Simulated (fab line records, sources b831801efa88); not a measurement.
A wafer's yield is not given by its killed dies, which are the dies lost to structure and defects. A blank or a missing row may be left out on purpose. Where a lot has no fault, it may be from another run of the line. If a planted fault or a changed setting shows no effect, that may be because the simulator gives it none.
What tool caused it? + flow sky130 + Sampling: 10 lots, 30 wafers, 5 of 708 route steps

## WHAT THE GAUGES SHOWED, per wafer
SKY_VIA3_THK_MEAS_23: measures by xrf. Usual: VIA3_W_THK typically reads 397 nm, with standard deviation 7.2.
| lot  | measured     | on            | VIA3_W_THK (nm) | flag |
|------|--------------|---------------|-----------------|------|
| L757 | day 39 05:50 | film metro-01 | 400 401 400     |      |
| L758 | day 39 12:20 | film metro-02 | 395 395 396     |      |
| L759 | day 39 22:23 | film metro-01 | 404 409 411     |      |
| L764 | day 41 16:29 | film metro-02 | 393 397 392     |      |
| L766 | day 42 20:46 | film metro-02 | 387 387 385     |      |
| L770 | day 43 11:07 | film metro-01 | 401 401 401     |      |
| L775 | day 44 15:19 | film metro-02 | 396 392 392     |      |
| L777 | day 45 03:46 | film metro-02 | 397 397 399     |      |
| L778 | day 45 13:26 | film metro-02 | 385 394 388     |      |
| L780 | day 45 20:41 | film metro-01 | 391 392 391     |      |

SKY_VIA4_RS_MEAS_19: measurement is done with a four-point probe. Usual: VIA4_W_RS typically reads 0.2247 ohm/sq, with standard deviation 0.0024.
| lot  | measured     | on            | VIA4_W_RS (ohm/sq)   | flag |
|------|--------------|---------------|----------------------|------|
| L757 | day 42 09:39 | film metro-01 | 0.2216 0.2197 0.2213 |      |
| L758 | day 42 16:46 | film metro-03 | 0.2271 0.2268 0.2308 |      |
| L759 | day 43 00:41 | film metro-01 | 0.2267 0.2214 0.2273 |      |
| L764 | day 44 16:58 | film metro-03 | 0.2272 0.1416 0.1426 | OFF  |
| L766 | day 45 20:23 | film metro-02 | 0.1417 0.2270 0.1427 | OFF  |
| L770 | day 46 05:01 | film metro-03 | 0.2283 0.2257 0.2251 |      |
| L775 | day 47 06:51 | film metro-01 | 0.2265 0.2249 0.2267 |      |
| L777 | day 47 19:46 | film metro-03 | 0.2255 0.2263 0.2272 |      |
| L778 | day 48 03:46 | film metro-02 | 0.2245 0.2248 0.2235 |      |
| L780 | day 48 11:35 | film metro-01 | 0.2229 0.2239 0.2246 |      |

SKY_VIA4_THK_MEAS_20: measures by xrf. Usual: VIA4_W_THK typically reads 512 nm, with standard deviation 6.3.
| lot  | measured     | on            | VIA4_W_THK (nm) | flag |
|------|--------------|---------------|-----------------|------|
| L757 | day 42 09:45 | film metro-01 | 518 522 514     |      |
| L758 | day 42 16:53 | film metro-03 | 500 505 496     |      |
| L759 | day 43 00:47 | film metro-01 | 508 525 508     |      |
| L764 | day 44 17:05 | film metro-03 | 511 813 813     | OFF  |
| L766 | day 45 20:31 | film metro-02 | 806 503 804     | OFF  |
| L770 | day 46 05:08 | film metro-03 | 506 513 516     |      |
| L775 | day 47 06:58 | film metro-01 | 507 511 508     |      |
| L777 | day 47 19:53 | film metro-03 | 505 504 501     |      |
| L778 | day 48 03:53 | film metro-02 | 510 510 506     |      |
| L780 | day 48 11:42 | film metro-01 | 515 512 516     |      |

## TOOL THAT RAN EACH LOT (tool first, then ch and the chambers of the sampled wafers, then the start)
| lot  | SKY_METAL4_SPUTTER_03        | SKY_VIA4_CVD_18               |
|------|------------------------------|-------------------------------|
| L757 | pvd sputter-03, day 39 06:15 | cvd w-01 ch 0,1, day 42 09:31 |
| L758 | pvd sputter-02, day 39 12:47 | cvd w-02 ch 0,1, day 42 16:37 |
| L759 | pvd sputter-03, day 39 22:49 | cvd w-02 ch 0,1, day 43 00:32 |
| L764 | pvd sputter-03, day 41 16:55 | cvd w-02 ch 0,1, day 44 16:49 |
| L766 | pvd sputter-04, day 42 21:13 | cvd w-02 ch 0,1, day 45 20:14 |
| L770 | pvd sputter-04, day 43 11:34 | cvd w-01 ch 0,1, day 46 04:52 |
| L775 | pvd sputter-02, day 44 15:46 | cvd w-01 ch 0,1, day 47 06:41 |
| L777 | pvd sputter-02, day 45 04:11 | cvd w-01 ch 0,1, day 47 19:35 |
| L778 | pvd sputter-04, day 45 13:53 | cvd w-02 ch 0,1, day 48 03:37 |
| L780 | pvd sputter-04, day 45 21:17 | cvd w-01 ch 0,1, day 48 11:25 |
- SKY_METAL4_SPUTTER_03: material Ti, target thk 5 nm, time 3.3 s.
- SKY_VIA4_CVD_18: deposits W, target thk 505 nm, time 152.14 s.

## AS READ BY THE TOOLS THEMSELVES (means over the sampled wafers that have a number; for cases with no such wafer, the mark the record gives instead)
SKY_METAL4_SPUTTER_03. Usual: throttle valve pct 30.2 %, standard deviation 1.1.
| lot  | tool           | throttle valve pct (%) | flag |
|------|----------------|------------------------|------|
| L757 | pvd sputter-03 | 31.2                   |      |
| L758 | pvd sputter-02 | 30.2                   |      |
| L759 | pvd sputter-03 | 30.8                   |      |
| L764 | pvd sputter-03 | 31.2                   |      |
| L766 | pvd sputter-04 | 30.1                   |      |
| L770 | pvd sputter-04 | 30.4                   |      |
| L775 | pvd sputter-02 | 30.3                   |      |
| L777 | pvd sputter-02 | 30.6                   |      |
| L778 | pvd sputter-04 | 30.1                   |      |
| L780 | pvd sputter-04 | 30.4                   |      |

SKY_VIA4_CVD_18. Usual: heater power w 780 W, standard deviation 69; susceptor temp C 400.04 C, standard deviation 0.23.
| lot  | tool     | heater power w (W) | susceptor temp C (C) | flag |
|------|----------|--------------------|----------------------|------|
| L757 | cvd w-01 | 786                | 400.08               |      |
| L758 | cvd w-02 | 818                | 400.25               |      |
| L759 | cvd w-02 | 826                | 399.78               |      |
| L764 | cvd w-02 | 790                | 400.01               |      |
| L766 | cvd w-02 | 803                | 400.17               |      |
| L770 | cvd w-01 | 731                | 400.14               |      |
| L775 | cvd w-01 | 783                | 400.13               |      |
| L777 | cvd w-01 | 742                | 400.20               |      |
| L778 | cvd w-02 | 809                | 400.02               |      |
| L780 | cvd w-01 | 733                | 400.06               |      |

## THE ANSWER, worked out from the rows above alone
Rule: a lot is off if the mean of its wafers that have a number lies more than 3 standard deviations from the usual mean. Also off: a lot with no number at a reading for which 4 or more lots have one. The other lots that the step has rows for count as sound. Order of review: gauges by route order, followed by the tools' own readings, for which a lot's mean as printed above is used. At the first step where some lot is off, the reading lying furthest off is the one used; lots without a number count as furthest.
Off: L764, L766, at SKY_VIA4_RS_MEAS_19 (VIA4_W_RS).
If a tool, at a process step before that reading, ran all the lots that are off and no sound lot after the first of them, it fits. The gauges at SKY_VIA4_RS_MEAS_19 are tried like those tools. Not one of the candidates tried fits.

## WHAT HAD BEEN PUT IN BY THE SIMULATOR
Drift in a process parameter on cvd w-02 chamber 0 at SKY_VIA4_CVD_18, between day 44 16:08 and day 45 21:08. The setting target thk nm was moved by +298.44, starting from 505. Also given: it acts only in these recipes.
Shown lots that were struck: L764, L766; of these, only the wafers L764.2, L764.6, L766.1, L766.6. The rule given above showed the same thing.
